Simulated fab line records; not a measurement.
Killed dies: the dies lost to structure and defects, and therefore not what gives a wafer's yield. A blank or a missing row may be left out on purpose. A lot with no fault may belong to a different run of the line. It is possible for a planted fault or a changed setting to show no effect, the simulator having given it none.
Which tool did it? || flow sfqLine || Sampling: 14 lots, 42 wafers, 5 of 325 route steps

WHAT EACH GAUGE READ, for each wafer
SFQ_JJ_OVL_MEAS_931.
{"lot": "L596", "measured": "day 50 09:25", "on": "overlay-02", "J5_OVL (nm)": "-3 -9 -1"}
{"lot": "L597", "measured": "day 52 01:34", "on": "overlay-01", "J5_OVL (nm)": "-7 -1 -6"}
{"lot": "L599", "measured": "day 52 03:58", "on": "overlay-01", "J5_OVL (nm)": "-5 -16 -8"}
{"lot": "L600", "measured": "day 52 05:10", "on": "overlay-01", "J5_OVL (nm)": "3 12 8"}
{"lot": "L601", "measured": "day 52 07:34", "on": "overlay-01", "J5_OVL (nm)": "-8 -10 -11"}
{"lot": "L610", "measured": "day 58 03:27", "on": "overlay-01", "J5_OVL (nm)": "-11 -13 -11"}
{"lot": "L611", "measured": "day 58 15:22", "on": "overlay-02", "J5_OVL (nm)": "6 10 6"}
{"lot": "L612", "measured": "day 59 01:29", "on": "overlay-02", "J5_OVL (nm)": "-8 -15 -11"}
{"lot": "L613", "measured": "day 59 09:08", "on": "overlay-01", "J5_OVL (nm)": "-1 -3 -3"}
{"lot": "L614", "measured": "day 59 12:15", "on": "overlay-02", "J5_OVL (nm)": "-1 -2 -2"}
{"lot": "L615", "measured": "day 59 20:05", "on": "overlay-01", "J5_OVL (nm)": "-12 -6 -12"}
{"lot": "L616", "measured": "day 59 23:11", "on": "overlay-02", "J5_OVL (nm)": "-6 -7 -3"}
{"lot": "L618", "measured": "day 60 08:56", "on": "overlay-01", "J5_OVL (nm)": "3 7 4"}
{"lot": "L619", "measured": "day 60 12:32", "on": "overlay-01", "J5_OVL (nm)": "2 3 1"}

SFQ_M6_RS_MEAS_938: measures by four-point-probe.
{"lot": "L596", "measured": "day 65 08:56", "on": "filmMetro-02", "M6_NB_RS (ohm/sq)": "0.881 0.881 0.885"}
{"lot": "L597", "measured": "day 70 12:29", "on": "filmMetro-01", "M6_NB_RS (ohm/sq)": "0.916 0.891 0.903"}
{"lot": "L599", "measured": "day 70 17:15", "on": "filmMetro-02", "M6_NB_RS (ohm/sq)": "0.896 0.878 0.884"}
{"lot": "L600", "measured": "day 70 20:53", "on": "filmMetro-03", "M6_NB_RS (ohm/sq)": "0.914 0.913 0.915"}
{"lot": "L601", "measured": "day 70 23:16", "on": "filmMetro-03", "M6_NB_RS (ohm/sq)": "0.895 0.885 0.896"}
{"lot": "L610", "measured": "day 72 01:10", "on": "filmMetro-03", "M6_NB_RS (ohm/sq)": "0.871 0.869 0.886"}
{"lot": "L611", "measured": "day 72 08:21", "on": "filmMetro-01", "M6_NB_RS (ohm/sq)": "0.895 0.897 0.885"}
{"lot": "L612", "measured": "day 72 16:50", "on": "filmMetro-03", "M6_NB_RS (ohm/sq)": "1.860 1.839 0.893 1.863 1.838 0.894"}
{"lot": "L613", "measured": "day 72 22:46", "on": "filmMetro-03", "M6_NB_RS (ohm/sq)": "0.885 1.806 0.896 0.886 1.806 0.894"}
{"lot": "L614", "measured": "day 73 04:44", "on": "filmMetro-03", "M6_NB_RS (ohm/sq)": "0.892 0.893 0.901"}
{"lot": "L615", "measured": "day 73 09:56", "on": "filmMetro-01", "M6_NB_RS (ohm/sq)": "0.887 0.885 0.894"}
{"lot": "L616", "measured": "day 73 12:20", "on": "filmMetro-03", "M6_NB_RS (ohm/sq)": "0.889 0.890 0.886"}
{"lot": "L618", "measured": "day 73 17:16", "on": "filmMetro-01", "M6_NB_RS (ohm/sq)": "0.894 0.897 0.897"}
{"lot": "L619", "measured": "day 73 18:27", "on": "filmMetro-03", "M6_NB_RS (ohm/sq)": "0.910 0.899 0.921"}

EACH LOT AND THE TOOL THAT RAN IT (in order: tool; ch and the chambers of the sampled wafers; start)
{"lot": "L596", "SFQ_TRILAYER_I5_STRIP_STRIP_148": "rieMetal-01 ch 0, day 64 22:01", "SFQ_TRILAYER_C5_STRIP_STRIP_155": "rieMetal-01 ch 0,1, day 65 08:02", "SFQ_TRILAYER_M6_DEP_SPUTTER_157": "pvdSputter-05, day 65 08:50"}
{"lot": "L597", "SFQ_TRILAYER_I5_STRIP_STRIP_148": "rieMetal-02 ch 0,1, day 66 08:28", "SFQ_TRILAYER_C5_STRIP_STRIP_155": "rieMetal-03 ch 0,1, day 70 11:45", "SFQ_TRILAYER_M6_DEP_SPUTTER_157": "pvdSputter-06, day 70 12:22"}
{"lot": "L599", "SFQ_TRILAYER_I5_STRIP_STRIP_148": "rieMetal-02 ch 0,1, day 66 11:52", "SFQ_TRILAYER_C5_STRIP_STRIP_155": "rieMetal-02 ch 0,1, day 70 16:21", "SFQ_TRILAYER_M6_DEP_SPUTTER_157": "pvdSputter-03, day 70 17:10"}
{"lot": "L600", "SFQ_TRILAYER_I5_STRIP_STRIP_148": "rieMetal-01 ch 0,1, day 66 14:16", "SFQ_TRILAYER_C5_STRIP_STRIP_155": "rieMetal-02 ch 0, day 70 19:57", "SFQ_TRILAYER_M6_DEP_SPUTTER_157": "pvdSputter-05, day 70 20:46"}
{"lot": "L601", "SFQ_TRILAYER_I5_STRIP_STRIP_148": "rieMetal-02 ch 0,1, day 66 15:28", "SFQ_TRILAYER_C5_STRIP_STRIP_155": "rieMetal-03 ch 0,1, day 70 22:21", "SFQ_TRILAYER_M6_DEP_SPUTTER_157": "pvdSputter-06, day 70 23:10"}
{"lot": "L610", "SFQ_TRILAYER_I5_STRIP_STRIP_148": "rieMetal-01 ch 0,1, day 67 21:35", "SFQ_TRILAYER_C5_STRIP_STRIP_155": "rieMetal-03 ch 0,1, day 72 00:14", "SFQ_TRILAYER_M6_DEP_SPUTTER_157": "pvdSputter-03, day 72 01:04"}
{"lot": "L611", "SFQ_TRILAYER_I5_STRIP_STRIP_148": "rieMetal-02 ch 0,1, day 68 03:35", "SFQ_TRILAYER_C5_STRIP_STRIP_155": "rieMetal-01 ch 0,1, day 72 07:26", "SFQ_TRILAYER_M6_DEP_SPUTTER_157": "pvdSputter-05, day 72 08:16"}
{"lot": "L612", "SFQ_TRILAYER_I5_STRIP_STRIP_148": "rieMetal-02 ch 0,1, day 68 09:47", "SFQ_TRILAYER_C5_STRIP_STRIP_155": "rieMetal-03 ch 0,1, day 72 16:02", "SFQ_TRILAYER_M6_DEP_SPUTTER_157": "pvdSputter-05, day 72 16:43"}
{"lot": "L613", "SFQ_TRILAYER_I5_STRIP_STRIP_148": "rieMetal-02 ch 1, day 68 15:35", "SFQ_TRILAYER_C5_STRIP_STRIP_155": "rieMetal-02 ch 0,1, day 72 21:50", "SFQ_TRILAYER_M6_DEP_SPUTTER_157": "pvdSputter-05, day 72 22:40"}
{"lot": "L614", "SFQ_TRILAYER_I5_STRIP_STRIP_148": "rieMetal-04 ch 0,1, day 68 17:59", "SFQ_TRILAYER_C5_STRIP_STRIP_155": "rieMetal-01 ch 0,1, day 73 03:50", "SFQ_TRILAYER_M6_DEP_SPUTTER_157": "pvdSputter-06, day 73 04:38"}
{"lot": "L615", "SFQ_TRILAYER_I5_STRIP_STRIP_148": "rieMetal-04 ch 0,1, day 68 21:35", "SFQ_TRILAYER_C5_STRIP_STRIP_155": "rieMetal-03 ch 0,1, day 73 09:01", "SFQ_TRILAYER_M6_DEP_SPUTTER_157": "pvdSputter-03, day 73 09:50"}
{"lot": "L616", "SFQ_TRILAYER_I5_STRIP_STRIP_148": "rieMetal-02 ch 0, day 68 23:59", "SFQ_TRILAYER_C5_STRIP_STRIP_155": "rieMetal-02 ch 1, day 73 11:25", "SFQ_TRILAYER_M6_DEP_SPUTTER_157": "pvdSputter-06, day 73 12:14"}
{"lot": "L618", "SFQ_TRILAYER_I5_STRIP_STRIP_148": "rieMetal-01 ch 0,1, day 69 04:47", "SFQ_TRILAYER_C5_STRIP_STRIP_155": "rieMetal-02 ch 0,1, day 73 16:20", "SFQ_TRILAYER_M6_DEP_SPUTTER_157": "pvdSputter-03, day 73 17:10"}
{"lot": "L619", "SFQ_TRILAYER_I5_STRIP_STRIP_148": "rieMetal-04 ch 0,1, day 69 10:47", "SFQ_TRILAYER_C5_STRIP_STRIP_155": "rieMetal-03 ch 1, day 73 17:32", "SFQ_TRILAYER_M6_DEP_SPUTTER_157": "pvdSputter-06, day 73 18:20"}
- SFQ_TRILAYER_I5_STRIP_STRIP_148: strips in O2.
- SFQ_TRILAYER_C5_STRIP_STRIP_155: strips in O2.
- SFQ_TRILAYER_M6_DEP_SPUTTER_157: material Nb, target thk 200 nm, time 133.3 s.

WHAT THE TOOLS THEMSELVES READ (means of the sampled wafers that have a number; where no wafer has one, the mark that the record gives instead)
SFQ_TRILAYER_I5_STRIP_STRIP_148.
{"lot": "L596", "tool": "rieMetal-01", "drypumpMotorCurrentA (A)": 5.1, "oesProductAu (a.u.)": 0.992}
{"lot": "L597", "tool": "rieMetal-02", "drypumpMotorCurrentA (A)": 5.5, "oesProductAu (a.u.)": 1.007}
{"lot": "L599", "tool": "rieMetal-02", "drypumpMotorCurrentA (A)": 5.2, "oesProductAu (a.u.)": 1.013}
{"lot": "L600", "tool": "rieMetal-01", "drypumpMotorCurrentA (A)": 6.2, "oesProductAu (a.u.)": 1.003}
{"lot": "L601", "tool": "rieMetal-02", "drypumpMotorCurrentA (A)": 5.5, "oesProductAu (a.u.)": 1.007}
{"lot": "L610", "tool": "rieMetal-01", "drypumpMotorCurrentA (A)": 5.6, "oesProductAu (a.u.)": 1.000}
{"lot": "L611", "tool": "rieMetal-02", "drypumpMotorCurrentA (A)": 5.5, "oesProductAu (a.u.)": 1.002}
{"lot": "L612", "tool": "rieMetal-02", "drypumpMotorCurrentA (A)": 5.5, "oesProductAu (a.u.)": 0.997}
{"lot": "L613", "tool": "rieMetal-02", "drypumpMotorCurrentA (A)": 5.7, "oesProductAu (a.u.)": 0.995}
{"lot": "L614", "tool": "rieMetal-04", "drypumpMotorCurrentA (A)": 5.8, "oesProductAu (a.u.)": 1.009}
{"lot": "L615", "tool": "rieMetal-04", "drypumpMotorCurrentA (A)": 5.8, "oesProductAu (a.u.)": 1.005}
{"lot": "L616", "tool": "rieMetal-02", "drypumpMotorCurrentA (A)": 5.0, "oesProductAu (a.u.)": 0.993}
{"lot": "L618", "tool": "rieMetal-01", "drypumpMotorCurrentA (A)": 5.6, "oesProductAu (a.u.)": 1.002}
{"lot": "L619", "tool": "rieMetal-04", "drypumpMotorCurrentA (A)": 5.8, "oesProductAu (a.u.)": 1.012}

SFQ_TRILAYER_C5_STRIP_STRIP_155.
{"lot": "L596", "tool": "rieMetal-01", "drypumpMotorCurrentA (A)": 6.2, "oesProductAu (a.u.)": 1.001}
{"lot": "L597", "tool": "rieMetal-03", "drypumpMotorCurrentA (A)": 5.2, "oesProductAu (a.u.)": 0.997}
{"lot": "L599", "tool": "rieMetal-02", "drypumpMotorCurrentA (A)": 5.2, "oesProductAu (a.u.)": 0.992}
{"lot": "L600", "tool": "rieMetal-02", "drypumpMotorCurrentA (A)": 5.0, "oesProductAu (a.u.)": 0.992}
{"lot": "L601", "tool": "rieMetal-03", "drypumpMotorCurrentA (A)": 5.2, "oesProductAu (a.u.)": 0.994}
{"lot": "L610", "tool": "rieMetal-03", "drypumpMotorCurrentA (A)": 5.2, "oesProductAu (a.u.)": 1.004}
{"lot": "L611", "tool": "rieMetal-01", "drypumpMotorCurrentA (A)": 6.1, "oesProductAu (a.u.)": 0.999}
{"lot": "L612", "tool": "rieMetal-03", "drypumpMotorCurrentA (A)": 5.2, "oesProductAu (a.u.)": 1.008}
{"lot": "L613", "tool": "rieMetal-02", "drypumpMotorCurrentA (A)": 5.2, "oesProductAu (a.u.)": 0.991}
{"lot": "L614", "tool": "rieMetal-01", "drypumpMotorCurrentA (A)": 5.6, "oesProductAu (a.u.)": 0.999}
{"lot": "L615", "tool": "rieMetal-03", "drypumpMotorCurrentA (A)": 5.2, "oesProductAu (a.u.)": 0.996}
{"lot": "L616", "tool": "rieMetal-02", "drypumpMotorCurrentA (A)": 5.7, "oesProductAu (a.u.)": 1.004}
{"lot": "L618", "tool": "rieMetal-02", "drypumpMotorCurrentA (A)": 5.3, "oesProductAu (a.u.)": 1.000}
{"lot": "L619", "tool": "rieMetal-03", "drypumpMotorCurrentA (A)": 5.2, "oesProductAu (a.u.)": 1.001}

SFQ_TRILAYER_M6_DEP_SPUTTER_157.
{"lot": "L596", "tool": "pvdSputter-05", "chamberPressurePa (Pa)": 0.13306, "throttleValvePct (%)": 30.1}
{"lot": "L597", "tool": "pvdSputter-06", "chamberPressurePa (Pa)": 0.13359, "throttleValvePct (%)": 30.5}
{"lot": "L599", "tool": "pvdSputter-03", "chamberPressurePa (Pa)": 0.13358, "throttleValvePct (%)": 29.5}
{"lot": "L600", "tool": "pvdSputter-05", "chamberPressurePa (Pa)": 0.13338, "throttleValvePct (%)": 30.1}
{"lot": "L601", "tool": "pvdSputter-06", "chamberPressurePa (Pa)": 0.13347, "throttleValvePct (%)": 31.7}
{"lot": "L610", "tool": "pvdSputter-03", "chamberPressurePa (Pa)": 0.13323, "throttleValvePct (%)": 29.6}
{"lot": "L611", "tool": "pvdSputter-05", "chamberPressurePa (Pa)": 0.13304, "throttleValvePct (%)": 30.6}
{"lot": "L612", "tool": "pvdSputter-05", "chamberPressurePa (Pa)": 0.13358, "throttleValvePct (%)": 30.6}
{"lot": "L613", "tool": "pvdSputter-05", "chamberPressurePa (Pa)": 0.13321, "throttleValvePct (%)": 30.5}
{"lot": "L614", "tool": "pvdSputter-06", "chamberPressurePa (Pa)": 0.13350, "throttleValvePct (%)": 30.7}
{"lot": "L615", "tool": "pvdSputter-03", "chamberPressurePa (Pa)": 0.13344, "throttleValvePct (%)": 29.0}
{"lot": "L616", "tool": "pvdSputter-06", "chamberPressurePa (Pa)": 0.13308, "throttleValvePct (%)": 31.4}
{"lot": "L618", "tool": "pvdSputter-03", "chamberPressurePa (Pa)": 0.13340, "throttleValvePct (%)": 30.1}
{"lot": "L619", "tool": "pvdSputter-06", "chamberPressurePa (Pa)": 0.13352, "throttleValvePct (%)": 30.8}

THE ANSWER, worked out from the rows above alone
Rule: the usual values come from the lots themselves. The widest of any qualifying gaps counts: lots, ordered by their means at a reading, are off when they make up no more than a third of the lots, leave a main group of 4 or more, and stand apart from it by 3 or more times the standard deviation of that group's means. Not used: any main group whose means are identical at the precision the tables above print for the reading. A lot without any number at a reading at which 4 lots or more have one is off too. Any other lot the step has rows for is counted as sound. The gauges are gone through in route order, then the tools' own readings, and for those a lot's mean is taken as printed above. The first step at which some lot is off is used, and at that step the reading that is off furthest; a lot without a number counts as furthest.
Off: at SFQ_M6_RS_MEAS_938 (M6_NB_RS), L612, L613. Main group: mean 0.894 ohm/sq, sd 0.011.
A tool fits if, at a process step before that reading, it ran every lot that is off, and no sound lot after the first of them. Those tools and the gauges at SFQ_M6_RS_MEAS_938 are tried in the same way. One fits: SFQ_TRILAYER_M6_DEP_SPUTTER_157 on pvdSputter-05. Its last sound lot is L611 (day 72 08:16), its first lot that is off L612 (day 72 16:43): a fault that began between those two fits.

WHAT WAS PUT IN BY THE SIMULATOR
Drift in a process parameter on pvdSputter-05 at SFQ_TRILAYER_M6_DEP_SPUTTER_157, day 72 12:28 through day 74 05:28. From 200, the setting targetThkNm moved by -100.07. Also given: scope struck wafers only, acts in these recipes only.
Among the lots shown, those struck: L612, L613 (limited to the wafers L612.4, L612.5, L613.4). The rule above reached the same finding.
